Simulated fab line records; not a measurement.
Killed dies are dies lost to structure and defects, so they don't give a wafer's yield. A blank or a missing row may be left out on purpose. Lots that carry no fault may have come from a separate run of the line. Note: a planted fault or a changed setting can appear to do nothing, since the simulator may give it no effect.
A struck lot beside a sound one || flow gf180mcu || 37 steps out of a route of 602
Sound: these wafers, L477.1, L477.4, L477.6. Struck: wafer L489.1 (L489.5, L489.6, from the same lot, were not struck and are left out); the cause is given at the end.
Order at every step that has rows: each side's tool, ch and its chambers, its first start. Under that, the readings that differ: sound wafers || struck wafers || difference of the means || sigmas: that difference in standard deviations of wafers without a fault.
alike: same words and numbers on both sides, and readings whose means sit less than 2 such deviations apart. not compared: any withheld reading, any reading some wafer has no value for, any bound like >300 that may hide the same value, and any number with overlapping values for which the record gives no deviation.
Wherever a step has rows on one side only, a row that says differs or no value, or a row with sigmas, the two part there. Numbers that have no deviation but don't overlap get no sigmas and don't part them. A reading missing from all wafers of one side parts the sides only when that side holds two or more wafers.

first, 2 steps without rows for these wafers: GF_M1_PEB_12 (peb time 90 s); GF_M1_DEVELOP_13 (develop time 60 s).
GF_M1_CD_MEAS_14 targets a cd of 230 nm.
  struck on cd-sem-02, day 22 09:20; sound on cd-sem-01, day 18 07:53
  alike: cd-nm
GF_M1_OVL_MEAS_15:
  struck on overlay-02, day 22 09:27; sound on overlay-02, day 18 08:00
  alike: M1_OVL
GF_M1_METAL_ETCH_16: etches the open film in Cl2/BCl3, stops on SiO2, target depth 627.5 nm, time 104.6 s.
  sound on rie-metal-04 ch 0,1, day 18 08:02; struck on rie-metal-02 ch 0, day 22 09:29
  alike: drypump-motor-current-A, oes-product-au, throttle-valve-pct
  not compared: rf-hours-counter-h
GF_M1_STRIP_17: strips in O2/N2.
  sound on plasma-asher-04 ch 0,1, day 18 08:09; struck on plasma-asher-04 ch 1, day 22 09:36
  alike: drypump-motor-current-A, heater-power-w, o2-flow-sccm, oes-product-au, strip-time-to-endpoint-s
  not compared: rf-hours-counter-h
then, 3 steps without rows for these wafers: GF_M1_STRIP_18 (strips in post etch residue remover, time 1200 s); GF_M1_CLEAN_19 (cleans in DIW); GF_V1_CVD_00 (deposits SiO2, target thk 600 nm, time 100 s).
GF_V1_THK_MEAS_01:
  struck on film-metro-03, day 22 10:13; sound on film-metro-01, day 18 08:48
  alike: V1_CVD_00_THK
GF_V1_CVD_02: deposits SiO2 from TEOS, target thk 850 nm, time 94.851 s.
  sound on pecvd-02 ch 0,2, day 18 08:52; struck on pecvd-02 ch 1, day 22 10:16
  alike: heater-power-w
GF_V1_THK_MEAS_03:
  struck on film-metro-02, day 22 10:20; sound on film-metro-01, day 18 08:56
  alike: V1_CVD_02_THK
GF_V1_CMP_04: polishes SiO2.
  sound on cmp-01 ch 1,2,3, day 18 09:05; struck on cmp-02 ch 3, day 22 10:30
{"reading": "time-to-endpoint-s (s)", "sound": "76 81 75", "struck": 105, "difference": "+28", "sigmas": "+5"}
{"reading": "model.SiO2_of_V1_CVD_02.thk-nm (nm)", "sound": "632.2 631.2 631.1", "struck": 709.9, "difference": "+78.4", "sigmas": ""}
  alike: motor-current-A, retaining-ring-pressure-frac
GF_V1_BOW_MEAS_05:
  struck on film-metro-02, day 22 10:42; sound on film-metro-02, day 18 09:17
  alike: V1_BOW
then, 8 steps without rows for these wafers: GF_V1_DEHYDRATE_06 (time 60 s); GF_V1_HMDS_07 (prime time 60 s); GF_V1_COAT_08; GF_V1_COAT_09 (resist thk 1000 nm); GF_V1_SOFTBAKE_10 (time 60 s); GF_V1_EXPOSE_11 (exposes mask Via1, target cd 260 nm); GF_V1_PEB_12 (peb time 90 s); GF_V1_DEVELOP_13 (develop time 60 s).
GF_V1_CD_MEAS_14 targets a cd of 260 nm.
  struck on cd-sem-02, day 23 10:27; sound on cd-sem-02, day 19 10:08
  alike: cd-nm
GF_V1_OVL_MEAS_15:
  struck on overlay-02, day 23 10:34; sound on overlay-02, day 19 10:16
  alike: V1_OVL
then, 1 step without rows for these wafers: GF_V1_ETCH_16 (etches BARC in N2/H2).
GF_V1_ETCH_17: etches SiO2 in C4F8/O2/Ar, stops on TiN, target depth 630 nm.
  sound on rie-diel-04 ch 1,3; struck on rie-diel-04 ch 2
{"reading": "oes-product-au (a.u.)", "sound": "0.859 0.856 0.855", "struck": 0.911, "difference": "+0.054", "sigmas": "+12"}
{"reading": "model.V1.feature-depth-nm (nm)", "sound": "632.2 631.2 631.1", "struck": 709.9, "difference": "+78.4", "sigmas": ""}
{"reading": "model.etch.depth-nm (nm)", "sound": "632.2 631.2 631.1", "struck": 709.9, "difference": "+78.4", "sigmas": ""}
then, 5 steps without rows for these wafers: GF_V1_STRIP_18 (strips in O2/N2); GF_V1_STRIP_19 (strips in post etch residue remover, time 1200 s); GF_V1_CLEAN_20 (cleans in DIW); GF_V1_SPUTTER_21 (material Ti, target thk 15 nm, time 80.02 s); GF_V1_SPUTTER_22 (material TiN, target thk 10 nm, time 40 s).
GF_V1_CVD_23: deposits W, target thk 350 nm, time 105.05 s.
  sound on cvd-w-01 ch 0,1, day 19 11:04; struck on cvd-w-02 ch 1, day 23 11:22
  alike: heater-power-w
GF_V1_RS_MEAS_24: a four-point-probe measurement.
  struck on film-metro-03, day 23 11:29; sound on film-metro-03, day 19 11:10
  alike: V1_W_RS
GF_V1_THK_MEAS_25: measures by xrf.
  struck on film-metro-03, day 23 11:36; sound on film-metro-03, day 19 11:17
  alike: V1_W_THK
GF_V1_CMP_26: polishes, stops on SiO2, t overpolish 15 s, target thk 0 nm.
  sound on cmp-02 ch 1,2,3, day 19 11:24; struck on cmp-02 ch 3, day 23 11:43
{"reading": "model.SiO2_of_V1_CVD_02.thk-nm (nm)", "sound": "628.4 627.4 627.3", "struck": 706.1, "difference": "+78.4", "sigmas": ""}
  alike: motor-current-A, retaining-ring-pressure-frac
GF_M2_SPUTTER_00: material Ti, target thk 37.5 nm, time 150 s.
  struck on pvd-sputter-02, day 23 11:58; sound on pvd-sputter-03, day 19 11:39
{"reading": "throttle-valve-pct (%)", "sound": "29.3 29.1 28.7", "struck": 31.3, "difference": "+2.3", "sigmas": "+3"}
-- the record jumps here: 10 days lie between the struck wafers' starts before and after (it left off in module M2 and takes up again in module PASSIVATION, whose first step shown is number 602 of the route) --
GF_PASSIVATION_PROBE_99:
  the record has rows for the struck wafers here (prober-02, day 33 06:12) and none for the sound ones

## WHERE THEY PART
First at GF_V1_CMP_04; last, within this record, at GF_PASSIVATION_PROBE_99.

WHY: what had been put in by the simulator
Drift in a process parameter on cmp-02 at GF_V1_CMP_04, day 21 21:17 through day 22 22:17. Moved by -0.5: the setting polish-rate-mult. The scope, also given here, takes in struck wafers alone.
